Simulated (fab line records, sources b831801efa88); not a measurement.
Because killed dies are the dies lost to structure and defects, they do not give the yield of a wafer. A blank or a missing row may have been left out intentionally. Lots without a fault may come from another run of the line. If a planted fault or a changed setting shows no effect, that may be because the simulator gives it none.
One fault seen from 2 desks	flow sfqLine	numbers are kept per desk, each desk with only its own; the story behind them comes last

## METROLOGY DESK
Means of the sampled wafers that have a number, per lot and without regard to the tool the lot ran on: this is what the gauges read. Marked OUT: a lot whose mean sits more than 4 standard deviations from the usual mean, which makes it out of limits; the brackets give that distance.
Columns: A = INCOMING_BOW at SFQ_INCOMING_BOW_MEAS_900, usual 0 um; B = L0_MONX_KI_RS at SFQ_L0_RS_MEAS_901, usual 43.5 ohm/sq; C = L0_MONX_KI_THK at SFQ_L0_THK_MEAS_902, usual 39.4 nm
lot	first seen here	A	B	C
L547	day 1 20:01	-3	43.7	39.3
L549	day 2 06:01	1	44.1	38.7
L551	day 2 16:49	-2	43.9	38.6
L556	day 3 17:00	2	42.9	40.0
L560	day 4 13:00	8	43.0	40.1
L566	day 5 19:00	3	43.8	39.2
This desk's finding: nothing out of limits on any of the 6 lots.

## THE TOOL OWNER'S DESK: rieMetal-01
The tool's own readings at SFQ_TRILAYER_L0_ETCH_METAL_ETCH_008 (etches MoNx KI in SF6/O2, stops on SiO2, target depth 50 nm, time 25 s): means of the sampled wafers that have a number, for each lot that ran on this tool. Marked OUT: a lot whose mean sits more than 4 standard deviations from the usual mean, which makes it out of limits; the brackets give that distance.
Columns: A = drypumpMotorCurrentA at SFQ_TRILAYER_L0_ETCH_METAL_ETCH_008, usual 5.9 A; B = oesProductAu at SFQ_TRILAYER_L0_ETCH_METAL_ETCH_008, usual 0.874 a.u.
lot	first seen here	A	B
L547	day 5 03:28	6.3	0.872
L549	day 5 10:41	5.6	0.864
L551	day 5 23:52	5.3	0.866
L566	day 9 21:23	6.2	0.873
This desk's finding: nothing out of limits on any of the 4 lots.

## BROUGHT TOGETHER
From the metrology desk's view, nothing was out of limits.
The desk of the tool owner found nothing out of limits.

## WHAT WAS PUT IN BY THE SIMULATOR
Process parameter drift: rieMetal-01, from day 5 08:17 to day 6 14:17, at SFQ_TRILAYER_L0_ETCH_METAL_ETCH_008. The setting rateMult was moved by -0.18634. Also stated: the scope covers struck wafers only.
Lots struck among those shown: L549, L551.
